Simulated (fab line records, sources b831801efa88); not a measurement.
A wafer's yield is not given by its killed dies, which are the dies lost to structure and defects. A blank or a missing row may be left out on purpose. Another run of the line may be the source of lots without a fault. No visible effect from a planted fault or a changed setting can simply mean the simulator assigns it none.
Which of the tools did it?	flow sky130	Sampling: 14 lots, 42 wafers, 7 of 708 route steps

== WHAT THE GAUGES READ, wafer by wafer ==
SKY_SONOS_ONO_THK_MEAS_03. Usual: SONOS_ONO_CVD_02_THK 10.53 nm, standard deviation 0.15.
lot	measured	on	SONOS_ONO_CVD_02_THK (nm)	flag
L367	day 11 15:38	film-metro-02	10.70 10.62 10.64	
L369	day 12 07:28	film-metro-01	10.39 10.57 10.48	
L370	day 12 13:29	film-metro-02	10.59 10.58 10.55	
L371	day 12 18:43	film-metro-02	10.27 10.48 10.40	
L372	day 13 05:25	film-metro-01	10.62 10.67 10.59	
L373	day 13 15:26	film-metro-01	10.61 10.49 10.59	
L374	day 13 21:32	film-metro-02	10.87 10.97 10.90	
L375	day 14 01:00	film-metro-01	10.47 10.51 10.38	
L384	day 17 07:43	film-metro-01	10.56 10.58 10.60	
L385	day 17 21:56	film-metro-02	10.47 10.55 10.41	
L386	day 18 04:25	film-metro-02	10.60 10.64 10.80	
L387	day 18 15:16	film-metro-02	10.45 10.41 10.42	
L388	day 18 22:16	film-metro-04	10.50 10.70 10.58	
L390	day 19 07:23	film-metro-02	10.67 10.60 10.52	

SKY_POLY_GATE_CD_MEAS_22. Usual: cd-nm reads 150.9 nm (standard deviation 2.4).
lot	measured	on	cd-nm (nm)	flag
L367	day 16 15:14	cd-sem-02	147.4 148.4 148.3	
L369	day 17 07:34	cd-sem-01	152.3 151.3 149.5	
L370	day 17 22:17	cd-sem-02	151.6 153.4 150.3	
L371	day 17 21:24	cd-sem-02	157.0 150.4 153.4	
L372	day 18 16:29	cd-sem-01	154.0 150.1 150.2	
L373	day 18 22:08	cd-sem-01	152.9 149.6 152.2	
L374	day 19 05:14	cd-sem-01	- - -	OFF
L375	day 19 08:04	cd-sem-01	- - -	OFF
L384	day 22 20:41	cd-sem-02	149.8 154.1 152.8	
L385	day 23 09:53	cd-sem-02	149.0 153.0 151.0	
L386	day 23 19:11	cd-sem-01	152.6 154.0 153.9	
L387	day 24 09:18	cd-sem-01	149.1 146.0 151.4	
L388	day 24 23:44	cd-sem-02	151.6 148.7 148.9	
L390	day 24 22:34	cd-sem-02	155.5 155.3 153.7	

== EACH LOT AND THE TOOL THAT RAN IT (in order: tool; ch and the chambers of the sampled wafers; start) ==
lot	SKY_VT_ADJUST_NCORE_STRIP_10	SKY_VT_ADJUST_HVTR_STRIP_10	SKY_POLY_GATE_ETCH_15	SKY_POLY_GATE_ETCH_16	SKY_POLY_GATE_ETCH_17
L367	plasma-asher-01 ch 1, day 8 18:22	plasma-asher-04 ch 0,1, day 9 16:04	rie-diel-04 ch 2,3, day 16 12:46	rie-diel-04 ch 2,3, day 16 12:51	rie-si-01 ch 1,2,3, day 16 12:56
L369	plasma-asher-02 ch 0,1, day 9 04:11	plasma-asher-03 ch 0,1, day 10 02:11	rie-diel-02 ch 0,1,2, day 17 04:13	rie-diel-02 ch 0,1,2, day 17 04:17	rie-si-01 ch 0,2,3, day 17 04:23
L370	plasma-asher-03 ch 0, day 9 07:10	plasma-asher-03 ch 0,1, day 10 06:17	rie-diel-03 ch 0,1,2, day 17 19:43	rie-diel-03 ch 0,1,2, day 17 19:49	rie-si-01 ch 2,3, day 17 19:54
L371	plasma-asher-02 ch 0,1, day 9 15:50	plasma-asher-03 ch 0,1, day 10 14:37	rie-diel-04 ch 1,2, day 17 19:22	rie-diel-04 ch 1,2, day 17 19:27	rie-si-02 ch 0,1,3, day 17 19:32
L372	plasma-asher-02 ch 0, day 10 00:31	plasma-asher-02 ch 0,1, day 10 23:08	rie-diel-02 ch 1,2, day 18 09:22	rie-diel-02 ch 1,2, day 18 09:27	rie-si-01 ch 0,1,2, day 18 09:32
L373	plasma-asher-01 ch 0,1, day 10 11:17	plasma-asher-03 ch 0,1, day 11 08:44	rie-diel-03 ch 1,3, day 18 16:58	rie-diel-03 ch 1,3, day 18 17:02	rie-si-02 ch 0,3, day 18 17:08
L374	plasma-asher-02 ch 0,1, day 10 15:59	plasma-asher-04 ch 0, day 11 15:31	rie-diel-02 ch 0,2,3, day 19 02:52	rie-diel-02 ch 0,2,3, day 19 02:56	rie-si-01 ch 0,2, day 19 03:02
L375	plasma-asher-03 ch 0,1, day 10 19:56	plasma-asher-03 ch 0,1, day 11 19:11	rie-diel-04 ch 0,3, day 19 06:19	rie-diel-04 ch 0,3, day 19 06:23	rie-si-02 ch 1,2, day 19 06:29
L384	plasma-asher-03 ch 0,1, day 13 15:43	plasma-asher-02 ch 1, day 14 18:53	rie-diel-04 ch 2,3, day 22 18:51	rie-diel-04 ch 2,3, day 22 18:56	rie-si-01 ch 0,2, day 22 19:02
L385	plasma-asher-02 ch 0,1, day 14 04:16	plasma-asher-04 ch 0,1, day 15 07:34	rie-diel-03 ch 1,2,3, day 23 08:06	rie-diel-03 ch 1,2,3, day 23 08:11	rie-si-02 ch 0,2,3, day 23 08:17
L386	plasma-asher-01 ch 0,1, day 14 10:35	plasma-asher-03 ch 0,1, day 15 13:52	rie-diel-03 ch 2,3, day 23 17:27	rie-diel-03 ch 2,3, day 23 17:32	rie-si-01 ch 1,2, day 23 17:38
L387	plasma-asher-03 ch 0,1, day 14 16:46	plasma-asher-03 ch 0,1, day 15 20:40	rie-diel-02 ch 1,2, day 24 07:36	rie-diel-02 ch 1,2, day 24 07:41	rie-si-02 ch 0,1,3, day 24 07:47
L388	plasma-asher-01 ch 0,1, day 14 22:11	plasma-asher-03 ch 0,1, day 16 02:11	rie-diel-04 ch 0,1,3, day 24 21:35	rie-diel-04 ch 0,1,3, day 24 21:40	rie-si-02 ch 0,2,3, day 24 21:46
L390	plasma-asher-03 ch 1, day 15 09:35	plasma-asher-02 ch 0,1, day 16 14:07	rie-diel-02 ch 1,3, day 24 20:46	rie-diel-02 ch 1,3, day 24 20:50	rie-si-01 ch 0,1,3, day 24 20:56
- SKY_VT_ADJUST_NCORE_STRIP_10: strips in O2/N2.
- SKY_VT_ADJUST_HVTR_STRIP_10: strips in O2/N2.
- SKY_POLY_GATE_ETCH_15: etches BARC in N2/H2, stops on SiO2, time 118.5 s, target depth 110 nm.
- SKY_POLY_GATE_ETCH_16: etches Si3N4 in CH3F/O2, stops on poly-Si, time 147.5 s, target depth 75 nm.
- SKY_POLY_GATE_ETCH_17: etches poly-Si in HBr/Cl2, stops on SiO2, target depth 180 nm, time 70.5 s.

== AS READ BY THE TOOLS THEMSELVES (means over the sampled wafers that have a number; for cases with no such wafer, the mark the record gives instead) ==
SKY_VT_ADJUST_NCORE_STRIP_10. Usual: chamber-pressure-mTorr 1500.1 mTorr, standard deviation 1.4; drypump-motor-current-A 5.5 A, standard deviation 0.47; oes-product-au 0.716 a.u., standard deviation 0.0043; strip-time-to-endpoint-s 14.20 s, standard deviation 0.04.
lot	tool	chamber-pressure-mTorr (mTorr)	drypump-motor-current-A (A)	oes-product-au (a.u.)	strip-time-to-endpoint-s (s)	flag
L367	plasma-asher-01	1500.8	5.7	0.716	14.14	
L369	plasma-asher-02	1498.6	5.7	0.719	14.15	
L370	plasma-asher-03	1500.7	5.3	0.719	14.24	
L371	plasma-asher-02	1500.7	5.3	0.715	14.23	
L372	plasma-asher-02	1500.1	4.9	0.714	14.22	
L373	plasma-asher-01	1499.2	6.0	0.713	14.20	
L374	plasma-asher-02	1501.0	5.7	0.717	14.21	
L375	plasma-asher-03	1500.7	5.2	0.713	14.17	
L384	plasma-asher-03	1499.5	5.3	0.715	14.16	
L385	plasma-asher-02	1499.8	5.3	0.715	14.24	
L386	plasma-asher-01	1500.1	5.8	0.713	14.21	
L387	plasma-asher-03	1500.0	5.3	0.719	14.25	
L388	plasma-asher-01	1499.9	5.8	0.715	14.17	
L390	plasma-asher-03	1501.1	5.3	0.718	14.15	

SKY_VT_ADJUST_HVTR_STRIP_10. Usual: chamber-pressure-mTorr 1500.1 mTorr, standard deviation 1.4; drypump-motor-current-A 5.5 A, standard deviation 0.53; oes-product-au 0.715 a.u., standard deviation 0.0046; strip-time-to-endpoint-s 14.19 s, standard deviation 0.036.
lot	tool	chamber-pressure-mTorr (mTorr)	drypump-motor-current-A (A)	oes-product-au (a.u.)	strip-time-to-endpoint-s (s)	flag
L367	plasma-asher-04	1498.6	6.2	0.720	14.21	
L369	plasma-asher-03	1501.0	5.3	0.716	14.21	
L370	plasma-asher-03	1499.8	5.3	0.714	14.18	
L371	plasma-asher-03	1499.1	5.3	0.714	14.23	
L372	plasma-asher-02	1500.5	5.3	0.708	14.19	
L373	plasma-asher-03	1500.3	5.2	0.717	14.17	
L374	plasma-asher-04	1499.8	6.6	0.714	14.16	
L375	plasma-asher-03	1500.5	5.2	0.715	14.15	
L384	plasma-asher-02	1499.5	6.1	0.714	14.17	
L385	plasma-asher-04	1500.2	6.2	0.718	14.25	
L386	plasma-asher-03	1500.2	5.2	0.715	14.15	
L387	plasma-asher-03	1499.7	5.3	0.715	14.18	
L388	plasma-asher-03	1499.0	5.3	0.717	14.17	
L390	plasma-asher-02	1499.9	5.3	0.717	14.18	

SKY_POLY_GATE_ETCH_15. Usual: bias-w 100.0 W, standard deviation 0.33; chamber-pressure-mTorr 29.999 mTorr, standard deviation 0.027; drypump-motor-current-A 5.7 A, standard deviation 0.42; oes-product-au 0.716 a.u., standard deviation 0.0045; throttle-valve-pct 13.213 %, standard deviation 0.0093.
lot	tool	bias-w (W)	chamber-pressure-mTorr (mTorr)	drypump-motor-current-A (A)	oes-product-au (a.u.)	throttle-valve-pct (%)	flag
L367	rie-diel-04	100.1	30.005	5.9	0.716	13.214	
L369	rie-diel-02	100.0	30.022	5.5	0.714	13.220	
L370	rie-diel-03	100.0	30.008	5.7	0.717	13.216	
L371	rie-diel-04	99.7	30.018	5.8	0.712	13.217	
L372	rie-diel-02	100.1	29.988	5.9	0.713	13.206	
L373	rie-diel-03	100.0	29.995	5.2	0.718	13.200	
L374	rie-diel-02	-	-	-	-	-	OFF
L375	rie-diel-04	-	-	-	-	-	OFF
L384	rie-diel-04	100.1	30.005	5.9	0.715	13.198	
L385	rie-diel-03	100.4	30.010	5.5	0.718	13.220	
L386	rie-diel-03	100.1	30.006	5.5	0.716	13.224	
L387	rie-diel-02	99.8	29.992	5.9	0.717	13.217	
L388	rie-diel-04	99.8	30.006	5.7	0.716	13.215	
L390	rie-diel-02	100.2	29.997	6.0	0.719	13.215	

SKY_POLY_GATE_ETCH_16. Usual: O2_flow_sccm 29.99 sccm, standard deviation 0.088; bias-w 80.03 W, standard deviation 0.24; chamber-pressure-mTorr 24.999 mTorr, standard deviation 0.025; drypump-motor-current-A 5.7 A, standard deviation 0.42; oes-product-au 0.641 a.u., standard deviation 0.0048; throttle-valve-pct 10.535 %, standard deviation 0.0094.
lot	tool	O2_flow_sccm (sccm)	bias-w (W)	chamber-pressure-mTorr (mTorr)	drypump-motor-current-A (A)	oes-product-au (a.u.)	throttle-valve-pct (%)	flag
L367	rie-diel-04	30.02	79.85	25.028	5.9	0.639	10.543	
L369	rie-diel-02	29.99	80.14	24.993	5.5	0.643	10.530	
L370	rie-diel-03	30.02	79.89	24.999	5.7	0.646	10.536	
L371	rie-diel-04	29.93	79.99	24.991	5.8	0.638	10.529	
L372	rie-diel-02	30.02	79.82	25.014	6.0	0.641	10.530	
L373	rie-diel-03	30.00	80.14	24.987	5.2	0.647	10.528	
L374	rie-diel-02	29.96	79.96	24.997	5.7	0.373	10.491	OFF
L375	rie-diel-04	29.99	80.15	24.997	5.7	0.375	10.502	OFF
L384	rie-diel-04	30.02	80.20	25.006	5.9	0.635	10.538	
L385	rie-diel-03	29.97	80.10	25.010	5.5	0.640	10.537	
L386	rie-diel-03	30.07	80.00	25.009	5.5	0.639	10.541	
L387	rie-diel-02	30.00	79.90	25.000	5.9	0.637	10.532	
L388	rie-diel-04	30.01	80.00	24.993	5.7	0.636	10.534	
L390	rie-diel-02	30.06	79.96	24.996	6.0	0.646	10.533	

SKY_POLY_GATE_ETCH_17. Usual: HBr_flow_sccm 150.0 sccm, standard deviation 0.48; bias-w 99.97 W, standard deviation 0.28; chamber-pressure-mTorr 10.000 mTorr, standard deviation 0.0089; drypump-motor-current-A 6.0 A, standard deviation 0.3; he-backside-leak-sccm 2.7 sccm, standard deviation 0.32; oes-product-au 0.992 a.u., standard deviation 0.0095; throttle-valve-pct 33.684 %, standard deviation 0.0092.
lot	tool	HBr_flow_sccm (sccm)	bias-w (W)	chamber-pressure-mTorr (mTorr)	drypump-motor-current-A (A)	he-backside-leak-sccm (sccm)	oes-product-au (a.u.)	throttle-valve-pct (%)	flag
L367	rie-si-01	150.1	99.93	10.008	5.9	2.8	1.000	33.681	
L369	rie-si-01	150.3	99.94	9.990	5.9	2.9	1.004	33.683	
L370	rie-si-01	149.9	100.07	9.996	5.9	2.7	1.006	33.688	
L371	rie-si-02	150.0	100.02	10.003	6.0	2.4	0.998	33.690	
L372	rie-si-01	149.5	100.17	10.004	6.0	2.7	0.991	33.682	
L373	rie-si-02	149.7	100.34	10.002	5.9	2.3	0.979	33.690	
L374	rie-si-01	149.9	99.97	9.991	5.9	2.7	0.275	33.681	OFF
L375	rie-si-02	149.8	99.98	10.004	6.2	2.6	0.273	33.683	OFF
L384	rie-si-01	149.9	99.83	9.998	6.0	2.7	1.000	33.687	
L385	rie-si-02	150.2	99.84	10.005	6.2	2.6	0.986	33.684	
L386	rie-si-01	149.7	100.37	9.995	6.0	2.6	0.990	33.676	
L387	rie-si-02	150.3	99.81	9.999	6.0	2.4	0.988	33.682	
L388	rie-si-02	149.5	99.91	10.003	6.2	2.6	0.986	33.692	
L390	rie-si-01	150.5	99.97	10.005	5.9	2.9	0.997	33.680	

== THE ANSWER, worked out from the rows above alone ==
Rule: a lot is off if the mean of its wafers that have a number lies more than 3 standard deviations from the usual mean. A lot without any number at a reading at which 4 lots or more have one is off too. The other lots that the step has rows for count as sound. After the gauges, taken in route order, come the tools' own readings; for these a lot's mean is taken, as printed above. The first step at which some lot is off is used, and at that step the reading that is off furthest; a lot without a number counts as furthest.
Off: L374, L375, at SKY_POLY_GATE_CD_MEAS_22 (cd-nm). Without a number there: L374, L375.
A tool fits if, at a process step before that reading, it ran every lot that is off, and no sound lot after the first of them. The gauges at SKY_POLY_GATE_CD_MEAS_22 aren't tried: what is off there is off at SKY_POLY_GATE_ETCH_15 too, on other tools, and a gauge's error can't cause that. Of those tried, none fits.

== WHAT THE SIMULATOR PUT IN ==
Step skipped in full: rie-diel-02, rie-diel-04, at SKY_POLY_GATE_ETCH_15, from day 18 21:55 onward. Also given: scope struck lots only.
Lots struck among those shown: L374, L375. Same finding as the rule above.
